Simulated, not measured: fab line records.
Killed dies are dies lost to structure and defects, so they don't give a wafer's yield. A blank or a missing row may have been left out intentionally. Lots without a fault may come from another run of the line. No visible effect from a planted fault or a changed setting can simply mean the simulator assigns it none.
One fault through the eyes of 2 desks | flow gf180mcu | numbers are kept per desk, each desk with only its own; the story behind them comes last

## THE METROLOGY DESK
What the gauges read, lot by lot, whatever tool the lot ran on: means of the sampled wafers that have a number. The brackets show how far a lot's mean lies from the usual mean; more than 4 standard deviations puts the lot out of limits, marked OUT.
Columns: A = V4_OVL at GF_V4_OVL_MEAS_15, usual 2 nm
lot  | first seen here | A
L856 | day 24 06:52    | 3
L857 | day 24 23:42    | 1
L860 | day 25 20:16    | -3
L863 | day 27 01:45    | 6
L864 | day 27 03:40    | 6
L865 | day 27 13:00    | -4
L866 | day 27 18:28    | -11
L867 | day 28 04:07    | 6
L871 | day 29 05:04    | 9
L873 | day 29 20:48    | -1
L876 | day 30 18:05    | 0
L878 | day 31 06:25    | -6
L879 | day 31 14:53    | 5
This desk's finding: nothing out of limits on any of the 13 lots.

## TOOL OWNER'S DESK, pvd sputter-01
At GF_MIM_SPUTTER_09 (material TiN, target thk 35 nm, time 29.2 s) the tool's own readings: per lot run on this tool, the mean of the sampled wafers that have a number. The brackets show how far a lot's mean lies from the usual mean; more than 4 standard deviations puts the lot out of limits, marked OUT.
Columns: A = cathode dc power W at GF_MIM_SPUTTER_09, usual 6500.1 W; B = chamber pressure pa at GF_MIM_SPUTTER_09, usual 0.4000 Pa; C = throttle valve pct at GF_MIM_SPUTTER_09, usual 30.3 %
lot  | first seen here | A                        | B      | C
L860 | day 25 22:04    | 6498.4                   | 0.4001 | 28.9
L867 | day 28 05:53    | 6498.7                   | 0.3994 | 30.0
L873 | day 29 22:34    | 6706.9 (+99 or more) OUT | 0.4004 | 30.0
L876 | day 30 19:52    | 6705.0 (+99 or more) OUT | 0.3999 | 30.1
This desk finds L873, L876 out of limits, L873 being first, at day 29 22:34 (cathode dc power W at GF_MIM_SPUTTER_09). Within limits: L860, L867.

## TAKEN TOGETHER
An alarm could have come from the tool owner's desk at day 29 22:34, on L873, L876.
At the metrology desk, nothing out of limits was observed.
The metrology desk has L873, L876 on record, within its limits.
Every lot named ran GF_MIM_SPUTTER_09 on pvd sputter-01.

## WHAT WAS PUT IN BY THE SIMULATOR
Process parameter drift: pvd sputter-01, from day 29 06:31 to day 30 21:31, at GF_MIM_SPUTTER_09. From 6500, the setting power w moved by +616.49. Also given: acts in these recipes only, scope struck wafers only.
Shown lots that were struck: L873, L876.
How many hours passed from the start of the fault until each desk's first out-of-limits reading: the tool owner's desk, 16.
